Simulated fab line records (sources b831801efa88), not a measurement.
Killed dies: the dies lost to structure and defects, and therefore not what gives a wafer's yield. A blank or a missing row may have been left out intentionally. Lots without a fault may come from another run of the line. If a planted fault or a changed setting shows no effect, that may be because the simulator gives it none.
fab line records	flow sky130
record lots=5	wafers=15	lastDay=49
route steps=708 shown CONTACT@416 METAL1@434 PAD_OPEN@708
lots that met no fault: from a run of the same line without faults
startH: the number of hours between the record's first day and the start of the first shown wafer of the lot	waitH: hours from the lot's prior step to this one	" unchanged from the row above	L1.1+2: several wafers, shown together as one row	- either no value or no given start	* or withheld: withheld	< > ~ a bound
route shown NAME@n: a module of which the file shows steps, and the number in the route of the first	usual: mean and standard deviation over wafers with no fault	same: alike in all rows	chamber/n: place in a boat	sites: each site's reading	_std_site: standard deviation of those values	_edge_site: outer sites' mean less inner sites'	radiusMm: for every site, how far away it sits from the centre of the wafer	mask NAME#n: copy n	behind: the tool/chamber that last shaped the wafer	hold: the reason the lot was held/the length of the hold in hours/how it ended	device: names the non-switching transistor (n, p or np)	end of line: the tests these same wafers got at the end of their route	a step given without rows: its recipe and nothing more	killed: dies that structure and defects cost at the first sort, which is not the same as the wafer's yield	map: shows each die of a wafer: x if killed, . if not, _ if none is there
set.NAME: the setting the step ran with; set.NAME@STEP: the setting that earlier step ran with	model.NAME: the simulator's own value behind a step, which no gauge read
a table for each step, a row for each wafer; lots at some steps of the route
services: from which hour (startH, from the record's first day; less than 0 if before it) a tool's chamber was out of use, for how many hours, and why
## steps
# step SKY_CONTACT_SOFTBAKE_10
# recipe tempC=100	timeS=90	resist=KrF-thick
# step SKY_CONTACT_EXPOSE_11
# recipe maskId=CTM1	na=0.8	sourceShape=annular	sigmaInner=0.55	sigmaOuter=0.85	targetCdNm=170	doseMj=38
# step SKY_CONTACT_PEB_12
# recipe pebTempC=withheld	pebTimeS=withheld	resist=KrF-thick
# step SKY_CONTACT_DEVELOP_13
# recipe developTimeS=60	resist=KrF-thick	devTempC=21
# step SKY_CONTACT_CD_MEAS_14
# recipe targetCdNm=170
# usual cdNm=169.9/1.5
lot.wafer	tool	chamber	startH	waitH	cdNm
L951.2	cdSem-01	-	768.77	-	168.0
L951.3	"	-	"	"	169.1
L951.6	"	-	"	"	169.4
L954.4	cdSem-01	-	782.30	-	171.1
L954.5	"	-	"	"	171.0
L954.6	"	-	"	"	169.7
L955.1	cdSem-01	-	786.84	-	170.7
L955.3	"	-	"	"	171.3
L955.4	"	-	"	"	171.1
L957.1	cdSem-02	-	799.89	-	168.5
L957.2	"	-	"	"	168.1
L957.5	"	-	"	"	168.2
L963.3	cdSem-02	-	863.48	-	167.1
L963.5	"	-	"	"	165.8
L963.6	"	-	"	"	166.8
# step SKY_CONTACT_OVL_MEAS_15
# usual CONTACT_OVL=1/4.6
lot.wafer	tool	chamber	startH	waitH	CONTACT_OVL[nm]
L951.2	overlay-02	-	768.88	0.1	0
L951.3	"	-	"	"	-2
L951.6	"	-	"	"	-9
L954.4	overlay-01	-	782.37	0.1	10
L954.5	"	-	"	"	6
L954.6	"	-	"	"	7
L955.1	overlay-02	-	786.96	0.1	6
L955.3	"	-	"	"	4
L955.4	"	-	"	"	5
L957.1	overlay-02	-	800.01	0.1	0
L957.2	"	-	"	"	7
L957.5	"	-	"	"	0
L963.3	overlay-02	-	863.57	0.1	5
L963.5	"	-	"	"	7
L963.6	"	-	"	"	0
# step SKY_CONTACT_ETCH_16
# recipe chemistry=N2/H2	target=BARC	ionEnergyEv=200	sourceW=500	biasW=100	pressureMtorr=30	n2FlowSccm=100	h2FlowSccm=200	stopOn=SiO2	timeS=45.9	targetDepthA=600
# step SKY_CONTACT_ETCH_17
# recipe target=SiO2	chemistry=C4F8/O2/Ar	stopOn=Si3N4	maskMaterial=KrF-thick	sourceW=1500	biasW=1200	pressureMtorr=40	c4f8FlowSccm=withheld	O2_flow_sccm=6	Ar_flow_sccm=300	timeS=withheld	targetDepthA=3400
# usual oesProductAu=0.892/0.0045
lot.wafer	tool	chamber	startH	waitH	oesProductAu
L951.2	rieDiel-04	3	768.95	0.0	0.892
L951.3	"	2	"	"	0.890
L951.6	"	3	"	"	0.895
L954.4	rieDiel-04	3	782.43	0.0	0.897
L954.5	"	3	"	"	0.900
L954.6	"	2	"	"	0.895
L955.1	rieDiel-03	2	787.03	0.0	0.893
L955.3	"	1	"	"	0.892
L955.4	"	0	"	"	0.882
L957.1	rieDiel-03	0	800.08	0.0	0.896
L957.2	"	1	"	"	0.893
L957.5	"	3	"	"	0.898
L963.3	rieDiel-02	2	863.63	0.0	0.894
L963.5	"	1	"	"	0.889
L963.6	"	0	"	"	0.893
# step SKY_CONTACT_ETCH_18
# recipe target=Si3N4	chemistry=CHF3/O2	stopOn=TiN	sourceW=600	biasW=200	pressureMtorr=40	chf3FlowSccm=50	O2_flow_sccm=5	timeS=39	targetDepthA=750
# step SKY_CONTACT_STRIP_19
# recipe chemistry=O2/N2	powerW=1400	pressureMtorr=1500	platenTempC=withheld	o2FlowSccm=3000	n2FlowSccm=300	overashFraction=0.5
# usual drypumpMotorCurrentA=5.6/0.38	oesProductAu=0.380/0.0046	stripTimeToEndpointS=3.62/0.033
lot.wafer	tool	chamber	startH	waitH	drypumpMotorCurrentA	oesProductAu	rfHoursCounterH	stripTimeToEndpointS
L951.2	plasmaAsher-04	0	769.04	-	6.3	0.375	2	3.62
L951.3	"	1	"	"	5.2	0.385	-	3.58
L951.6	"	0	"	"	6.3	0.388	-	3.62
L954.4	plasmaAsher-01	0	782.56	-	5.4	0.385	-	3.63
L954.5	"	1	"	"	5.8	0.388	-	3.63
L954.6	"	0	"	"	5.4	0.381	-	3.60
L955.1	plasmaAsher-04	0	787.12	-	6.3	0.378	4	3.61
L955.3	"	0	"	"	6.3	0.376	-	3.66
L955.4	"	1	"	"	5.2	0.379	-	3.67
L957.1	plasmaAsher-04	1	800.17	-	5.3	0.385	5	3.64
L957.2	"	0	"	"	6.3	0.378	5	3.63
L957.5	"	0	"	"	6.3	0.380	-	3.62
L963.3	plasmaAsher-04	0	863.76	-	6.3	0.380	-	3.59
L963.5	"	0	"	"	6.3	0.377	-	3.56
L963.6	"	1	"	"	5.3	0.372	-	3.59
# step SKY_CONTACT_STRIP_20
# recipe chemistry=postEtchResidueRemover	timeS=1200	tempC=72.5
# step SKY_CONTACT_CLEAN_21
# recipe chemistry=IPA	timeS=180	tempC=25
# step SKY_CONTACT_CLEAN_22
# recipe chemistry=O3/DIW	dry=n2Spin
lot.wafer	tool	chamber	startH	waitH
L951.2+3+6	wetBench-02	0	769.55	0.0
L954.4+5+6	wetBench-03	1	783.02	0.0
L955.1+3+4	wetBench-02	3	787.63	0.0
L957.1+2+5	wetBench-04	3	800.70	0.0
L963.3+5+6	wetBench-03	2	864.57	0.0
# step SKY_CONTACT_SPUTTER_23
# recipe material=TiN	targetThkNm=20	chamberPressurePa=5	powerW=4000	timeS=80
# step SKY_CONTACT_CVD_24
# recipe material=W	targetThkNm=340	timeS=102.12	tempC=400	pressureTorr=40
# step SKY_CONTACT_RS_MEAS_25
# recipe thkMeasGauge=four-point-probe	reads=W_of_CONTACT_CVD_24+TiN_of_CONTACT_SPUTTER_23
# usual CONTACT_W_RS=0.3373/0.0025
lot.wafer	tool	chamber	startH	waitH	CONTACT_W_RS[ohm/sq]
L951.2	filmMetro-04	-	769.83	0.1	0.3372
L951.3	"	-	"	"	0.3378
L951.6	"	-	"	"	0.3440
L954.4	filmMetro-01	-	783.35	0.1	0.3415
L954.5	"	-	"	"	0.3353
L954.6	"	-	"	"	0.3368
L955.1	filmMetro-01	-	787.90	0.1	0.3426
L955.3	"	-	"	"	0.3375
L955.4	"	-	"	"	0.3396
L957.1	filmMetro-03	-	800.98	0.1	0.3352
L957.2	"	-	"	"	0.3428
L957.5	"	-	"	"	0.3373
L963.3	filmMetro-03	-	864.87	0.1	0.3395
L963.5	"	-	"	"	0.3415
L963.6	"	-	"	"	0.3359
# step SKY_CONTACT_THK_MEAS_26
# recipe thkMeasGauge=xrf	reads=W_of_CONTACT_CVD_24
# usual CONTACT_W_THK=345/3.8
lot.wafer	tool	chamber	startH	waitH	CONTACT_W_THK[nm]
L951.2	filmMetro-04	-	769.94	0.1	339
L951.3	"	-	"	"	340
L951.6	"	-	"	"	333
L954.4	filmMetro-01	-	783.44	0.1	340
L954.5	"	-	"	"	344
L954.6	"	-	"	"	343
L955.1	filmMetro-01	-	788.02	0.1	337
L955.3	"	-	"	"	343
L955.4	"	-	"	"	342
L957.1	filmMetro-03	-	801.10	0.1	350
L957.2	"	-	"	"	339
L957.5	"	-	"	"	348
L963.3	filmMetro-03	-	864.97	0.1	345
L963.5	"	-	"	"	340
L963.6	"	-	"	"	348
# step SKY_CONTACT_CMP_27
# recipe stopOn=SiO2	tOverpolishS=15	downForcePsi=3.5	platenRpm=60	targetThkNm=0	padVelocityMS=0.94248
# step SKY_METAL1_SPUTTER_00
# recipe material=Ti	targetThkNm=15	powerW=3000	timeS=10	chamberPressurePa=0.4
# usual throttleValvePct=30.4/1.5
lot.wafer	tool	chamber	startH	waitH	throttleValvePct
L951.2	pvdSputter-02	-	770.29	0.1	29.4
L951.3	"	-	"	"	29.5
L951.6	"	-	"	"	29.6
L954.4	pvdSputter-01	-	783.77	0.2	32.8
L954.5	"	-	"	"	30.3
L954.6	"	-	"	"	32.7
L955.1	pvdSputter-02	-	788.45	0.1	27.7
L955.3	"	-	"	"	29.3
L955.4	"	-	"	"	29.5
L957.1	pvdSputter-03	-	801.46	0.2	32.8
L957.2	"	-	"	"	29.5
L957.5	"	-	"	"	32.9
L963.3	pvdSputter-02	-	865.31	0.2	27.8
L963.5	"	-	"	"	29.2
L963.6	"	-	"	"	29.9
# step SKY_METAL1_SPUTTER_01
# recipe material=TiN	targetThkNm=20	powerW=6500	timeS=16.7	chamberPressurePa=0.4
# step SKY_METAL1_SPUTTER_02
# recipe material=AlCu	targetThkNm=250	powerW=10600	timeS=13.3	chamberPressurePa=0.4
# step SKY_METAL1_SPUTTER_03
# recipe material=Ti	targetThkNm=5	powerW=3000	timeS=3.3	chamberPressurePa=0.4
# step SKY_METAL1_SPUTTER_04
# recipe material=TiN	targetThkNm=70	powerW=6500	timeS=58.3	chamberPressurePa=0.4
# usual throttleValvePct=30.4/1.5
lot.wafer	tool	chamber	startH	waitH	throttleValvePct
L951.2	pvdSputter-02	-	770.38	0.0	29.7
L951.3	"	-	"	"	29.5
L951.6	"	-	"	"	29.2
L954.4	pvdSputter-01	-	783.86	0.0	32.8
L954.5	"	-	"	"	30.3
L954.6	"	-	"	"	32.6
L955.1	pvdSputter-02	-	788.54	0.0	27.9
L955.3	"	-	"	"	29.5
L955.4	"	-	"	"	29.4
L957.1	pvdSputter-03	-	801.55	0.0	32.6
L957.2	"	-	"	"	29.3
L957.5	"	-	"	"	32.9
L963.3	pvdSputter-02	-	865.40	0.0	28.0
L963.5	"	-	"	"	29.5
L963.6	"	-	"	"	29.8
# step SKY_METAL1_RS_MEAS_05
# recipe thkMeasGauge=four-point-probe	reads=TiN_of_METAL1_SPUTTER_04+Ti_of_METAL1_SPUTTER_03+AlCu_of_METAL1_SPUTTER_02+TiN_of_METAL1_SPUTTER_01+Ti_of_METAL1_SPUTTER_00
# usual METAL1_ALCU_RS=0.1274/0.0013
lot.wafer	tool	chamber	startH	waitH	METAL1_ALCU_RS[ohm/sq]
L951.2	filmMetro-01	-	770.45	0.0	0.1261
L951.3	"	-	"	"	0.1250
L951.6	"	-	"	"	0.1270
L954.4	filmMetro-02	-	783.97	0.1	0.1261
L954.5	"	-	"	"	0.1291
L954.6	"	-	"	"	0.1263
L955.1	filmMetro-03	-	788.59	0.0	0.1281
L955.3	"	-	"	"	0.1282
L955.4	"	-	"	"	0.1306
L957.1	filmMetro-01	-	801.60	0.0	0.1275
L957.2	"	-	"	"	0.1285
L957.5	"	-	"	"	0.1264
L963.3	filmMetro-03	-	865.49	0.1	0.1269
L963.5	"	-	"	"	0.1277
L963.6	"	-	"	"	0.1262
# step SKY_METAL1_THK_MEAS_06
# recipe thkMeasGauge=xrf	reads=AlCu_of_METAL1_SPUTTER_02
# usual METAL1_ALCU_THK=247/3
lot.wafer	tool	chamber	startH	waitH	METAL1_ALCU_THK[nm]
L951.2	filmMetro-01	-	770.56	0.1	251
L951.3	"	-	"	"	256
L951.6	"	-	"	"	251
L954.4	filmMetro-02	-	784.06	0.1	249
L954.5	"	-	"	"	245
L954.6	"	-	"	"	250
L955.1	filmMetro-03	-	788.71	0.1	244
L955.3	"	-	"	"	244
L955.4	"	-	"	"	239
L957.1	filmMetro-01	-	801.72	0.1	247
L957.2	"	-	"	"	247
L957.5	"	-	"	"	250
L963.3	filmMetro-03	-	865.59	0.1	250
L963.5	"	-	"	"	247
L963.6	"	-	"	"	248
# step SKY_METAL1_DEHYDRATE_07
# recipe tempC=200	timeS=60
# step SKY_METAL1_HMDS_08
# recipe primeTimeS=60	primeTempC=120
# step SKY_METAL1_COAT_09
# recipe resist=BARC	tempC=withheld	timeS=withheld	spinRpm=3000	resistThkNm=60
# step SKY_METAL1_COAT_10
# recipe resist=KrF-thick	spinRpm=3000	resistThkNm=450
# step SKY_METAL1_SOFTBAKE_11
# recipe tempC=100	timeS=90	resist=KrF-thick
# step SKY_METAL1_EXPOSE_12
# recipe maskId=MM1	na=0.8	sourceShape=annular	sigmaInner=0.55	sigmaOuter=0.85	targetCdNm=140	doseMj=28
# step SKY_METAL1_PEB_13
# recipe pebTempC=withheld	pebTimeS=withheld	resist=KrF-thick
# step SKY_METAL1_DEVELOP_14
# recipe developTimeS=60	resist=KrF-thick	devTempC=21
# step SKY_METAL1_CD_MEAS_15
# recipe targetCdNm=140
# usual cdNm=139.8/1.4
lot.wafer	tool	chamber	startH	waitH	cdNm
L951.2	cdSem-02	-	795.76	-	140.4
L951.3	"	-	"	"	139.8
L951.6	"	-	"	"	139.6
L954.4	cdSem-01	-	808.25	-	138.3
L954.5	"	-	"	"	137.8
L954.6	"	-	"	"	139.4
L955.1	cdSem-02	-	813.24	-	139.3
L955.3	"	-	"	"	138.8
L955.4	"	-	"	"	139.1
L957.1	cdSem-02	-	824.59	-	140.2
L957.2	"	-	"	"	139.6
L957.5	"	-	"	"	140.4
L963.3	cdSem-02	-	892.33	-	139.9
L963.5	"	-	"	"	137.7
L963.6	"	-	"	"	140.7
# step SKY_METAL1_OVL_MEAS_16
# usual METAL1_OVL=5/6
lot.wafer	tool	chamber	startH	waitH	METAL1_OVL[nm]
L951.2	overlay-02	-	795.86	0.1	0
L951.3	"	-	"	"	16
L951.6	"	-	"	"	3
L954.4	overlay-01	-	808.32	0.1	-1
L954.5	"	-	"	"	1
L954.6	"	-	"	"	2
L955.1	overlay-02	-	813.36	0.1	9
L955.3	"	-	"	"	3
L955.4	"	-	"	"	-1
L957.1	overlay-01	-	824.71	0.1	7
L957.2	"	-	"	"	10
L957.5	"	-	"	"	9
L963.3	overlay-01	-	892.42	0.1	8
L963.5	"	-	"	"	11
L963.6	"	-	"	"	5
# step SKY_METAL1_DESCUM_17
# recipe chemistry=O2	sourcePowerW=150	biasPowerW=0	pressureMtorr=10	tempC=40	timeS=8
# usual drypumpMotorCurrentA=5.8/0.4	heBacksideLeakSccm=3.22/0.19	oesProductAu=0.997/0.008
lot.wafer	tool	chamber	startH	waitH	drypumpMotorCurrentA	heBacksideLeakSccm	oesProductAu	rfHoursCounterH
L951.2	rieMetal-03	0	795.89	0.0	6.0	3.56	0.993	14
L951.3	"	1	"	"	5.6	3.12	0.992	-
L951.6	"	1	"	"	5.6	3.11	0.991	-
L954.4	rieMetal-03	1	808.35	0.0	5.6	3.08	0.994	-
L954.5	"	0	"	"	6.0	3.21	0.998	-
L954.6	"	1	"	"	5.6	3.07	0.995	-
L955.1	rieMetal-03	1	813.40	0.0	5.6	3.12	0.991	1
L955.3	"	1	"	"	5.7	2.99	1.005	-
L955.4	"	1	"	"	5.6	3.09	1.002	-
L957.1	rieMetal-03	1	824.75	0.0	5.6	2.99	0.992	2
L957.2	"	1	"	"	5.6	3.01	1.004	-
L957.5	"	1	"	"	5.6	2.94	0.998	-
L963.3	rieMetal-03	1	892.46	0.0	5.6	3.18	0.985	-
L963.5	"	0	"	"	6.0	3.16	0.999	-
L963.6	"	1	"	"	5.6	3.16	0.978	-
# step SKY_METAL1_ETCH_18
# recipe chemistry=N2/H2	target=BARC	ionEnergyEv=200	biasW=100	pressureMtorr=30	n2FlowSccm=100	h2FlowSccm=200	icpW=500	stopOn=SiO2	timeS=45.9	targetDepthA=600
# step SKY_METAL1_METAL_ETCH_19
# recipe targetDepthA=3600	stopOn=SiO2	overEtchFrac=0.3	timeS=78	chemistry=Cl2/BCl3	resistSidewallDeg=88	pressureMtorr=10	icpW=900	biasW=48.5	Cl2_flow_sccm=60	bcl3FlowSccm=30
# step SKY_METAL1_STRIP_20
# recipe chemistry=O2/N2	powerW=1400	pressureMtorr=1500	platenTempC=withheld	o2FlowSccm=3000	n2FlowSccm=300	overashFraction=0.5
# step SKY_METAL1_STRIP_21
# recipe chemistry=postEtchResidueRemover	timeS=1200	tempC=72.5
# step SKY_METAL1_CLEAN_22
# recipe chemistry=IPA	timeS=180	tempC=25
# step SKY_METAL1_CLEAN_23
# recipe chemistry=O3/DIW	dry=n2Spin
# step SKY_PAD_OPEN_PROBE_99
# usual killed_at_M0_to_M3=44/6.5	killed_at_M4_up=3.3/1.9	killedAtContacts=23/4.7	killedAtFrontEnd=15/4.5	killedAtOther=0.2/0.52	killedDies=86/8.9	killedOnRim=17/3.7	killedOpen=47/6.8	killedShort=39/6.1
# same grossDies=492	killedAtBackSide=0
lot.wafer	tool	chamber	startH	waitH	killed_at_M0_to_M3	killed_at_M4_up	killedAtContacts	killedAtFrontEnd	killedAtOther	killedDies	killedOnRim	killedOpen	killedShort
L954.4	prober-02	-	1106.71	0.2	51	10	15	24	0	100	17	51	49
L954.5	prober-02	-	1106.76	0.2	42	2	16	16	0	76	19	39	37
L954.6	prober-02	-	1106.81	0.2	50	1	27	15	0	93	27	53	40
L957.1	prober-02	-	1119.58	0.1	36	3	25	15	1	80	15	47	33
L957.2	prober-02	-	1119.63	0.1	43	4	18	21	2	88	21	47	41
L957.5	prober-02	-	1119.78	0.2	43	1	21	16	2	83	17	36	47
L963.3	prober-01	-	1166.20	0.2	42	5	32	17	0	96	25	35	44
L963.5	prober-01	-	1166.30	0.2	45	3	45	17	0	110	23	57	39
L963.6	prober-01	-	1166.35	0.2	50	9	43	17	0	119	24	52	51
# killed by level:class
L954.4 VIA1:geometricParticle:open=11 VIA3:geometricParticle:open=10 METAL4:geometricParticle:short=8 FIELD_ISO:geometricParticle:open=8 METAL2:geometricParticle:short=8 CONTACT:geometricParticle:short=6 VIA1:geometricParticle:short=6 POLY_GATE:geometricParticle:open=5
L954.5 VIA1:geometricParticle:open=14 VIA3:geometricParticle:open=7 FIELD_ISO:geometricParticle:short=6 CONTACT:geometricParticle:open=6 METAL2:geometricParticle:short=5 LOCAL_INTERCONNECT:geometricParticle:short=5 CONTACT:geometricParticle:short=5 VIA2:geometricParticle:open=5
L954.6 CONTACT:geometricParticle:open=13 VIA1:geometricParticle:open=10 VIA1:geometricParticle:short=9 CONTACT:geometricParticle:short=6 VIA3:geometricParticle:open=6 METAL2:geometricParticle:short=6 POLY_GATE:geometricParticle:short=5 FIELD_ISO:geometricParticle:open=4
L957.1 CONTACT:geometricParticle:open=9 VIA2:geometricParticle:open=9 LI_CONTACT:geometricParticle:open=6 VIA3:geometricParticle:open=6 VIA1:geometricParticle:open=6 CONTACT:geometricParticle:short=5 METAL2:geometricParticle:short=5 FIELD_ISO:geometricParticle:open=4
L957.2 VIA2:geometricParticle:open=8 VIA1:geometricParticle:open=8 FIELD_ISO:geometricParticle:short=7 FIELD_ISO:geometricParticle:open=6 CONTACT:geometricParticle:open=6 VIA2:geometricParticle:short=6 LOCAL_INTERCONNECT:geometricParticle:short=5 VIA3:geometricParticle:short=5
L957.5 METAL2:geometricParticle:short=9 LOCAL_INTERCONNECT:geometricParticle:short=9 VIA1:geometricParticle:open=9 CONTACT:geometricParticle:open=5 METAL1:geometricParticle:short=5 VIA2:geometricParticle:open=4 FIELD_ISO:geometricParticle:short=3 POLY_GATE:geometricParticle:short=3
L963.3 CONTACT:unspecified=17 VIA1:geometricParticle:short=8 VIA1:geometricParticle:open=8 METAL2:geometricParticle:short=8 FIELD_ISO:geometricParticle:short=6 LI_CONTACT:geometricParticle:open=6 VIA2:geometricParticle:open=6 FIELD_ISO:geometricParticle:open=5
L963.5 CONTACT:unspecified=14 CONTACT:geometricParticle:open=11 LI_CONTACT:geometricParticle:open=9 METAL2:geometricParticle:short=8 VIA3:geometricParticle:open=8 VIA1:geometricParticle:open=6 LOCAL_INTERCONNECT:geometricParticle:short=5 VIA1:geometricParticle:short=5
L963.6 CONTACT:unspecified=16 VIA1:geometricParticle:open=11 CONTACT:geometricParticle:open=9 LI_CONTACT:geometricParticle:open=9 VIA1:geometricParticle:short=9 VIA2:geometricParticle:open=8 LOCAL_INTERCONNECT:geometricParticle:short=6 METAL4:geometricParticle:short=6
# map L963.6 (x killed, . not)
__________.x......x._________
________............xx_______
______....x...xx......x._____
_____..x...x...x.........____
____x............x.x......___
___.....x............x.x...__
__.x.......x..x.x.....xx...._
_x..x...xxx.x.x..xx.....x....
_..x...xx.........xx.........
_.......xx..xxx.x...x.....x..
_.xx..x......x....x.x..x.xx..
_......x....x....x.x..x...x.x
_x..x..x..x.x.......xx.......
_..x.........x...xx.x........
_............x...............
__.x.xx.......x.....xx.x...._
___x..x.x....xx.xx.........__
____...x..............xx..___
_____..x...........xxx.x.____
______.....x.x...xx....._____
________...xx.xxxxx.xx_______
__________x.xxxxxxxx_________
# map L954.4 (x killed, . not)
__________........x._________
________.x.........xx._______
______x.xxx......x..x..x_____
_____....x.....x......x..____
____.....x...xx...x...x..x___
___..x..x....x......x......__
__....xx......xxx..xxxx....x_
_...x........x...x...xx..x...
_.....x.....xxx.............x
_.....x.........x.......xx..x
_.....x....x............x....
_....x.....x...x.....x..x.x.x
_.x.xx.xx...x.....xx........x
_.x........x.x......x..x..x..
_............x...x.x......x..
__...x....x..x....x........._
___..x.....x..x.......x..x.__
____...x...x...........x.x___
_____..................x.____
______..x...x..x.x..x..._____
________.....xx......._______
__________.........._________
## services
tool	chamber	startH	hours	kind
rieDiel-02	-	746.08	10.0	pm
pvdSputter-02	-	746.48	1.5	repair
pvdSputter-01	-	748.54	4.8	repair
plasmaAsher-04	-	751.25	2.8	pm
pvdSputter-01	-	752.33	1.5	repair
plasmaAsher-04	-	754.61	2.3	repair
rieDiel-03	2	758.31	5.9	repair
rieMetal-03	1	759.50	-	clean
rieDiel-02	3	764.80	5.5	repair
pvdSputter-03	-	776.29	1.1	repair
rieMetal-03	-	782.67	2.5	repair
pvdSputter-02	3	788.30	-	consumableReplace:kit
pvdSputter-02	3	788.30	18.0	scheduledDown
pvdSputter-02	3	788.30	18.0	ventCycle
rieMetal-03	-	789.75	1.4	pm
rieDiel-04	3	790.04	21.8	repair
plasmaAsher-01	-	799.02	3.8	repair
pvdSputter-03	-	801.65	2.0	repair
rieDiel-03	1	815.95	1.8	repair
rieDiel-04	-	857.61	0.7	repair
wetBench-02	-	864.85	35.8	pm
pvdSputter-01	-	874.42	11.0	repair
pvdSputter-02	-	876.05	0.7	repair
rieDiel-04	-	877.54	14.6	pm
## key
firstSign step=SKY_PAD_OPEN_PROBE_99	reading=killedAtContacts	direction=up	sigmas=3.6	usual=23	struck=40
effect none on later readings
metAt SKY_CONTACT_CLEAN_22
struckWafers L963.3,L963.5,L963.6
testerLeftOut L963
alsoFits time
fault kind=chamberParticleSource	tool=wetBench-03	chamber=2	onsetH=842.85	steps=SKY_CONTACT_CLEAN_22	ratePerVisitCm2=0.41309	endH=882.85
# testerLeftOut: of these lots the tester's yield and bins aren't shown, on N5 and GAA mostly nor the transistor test; their killed dies are dies lost to structure and defects alone, not to doping, threshold or leakage, so they don't give the yield
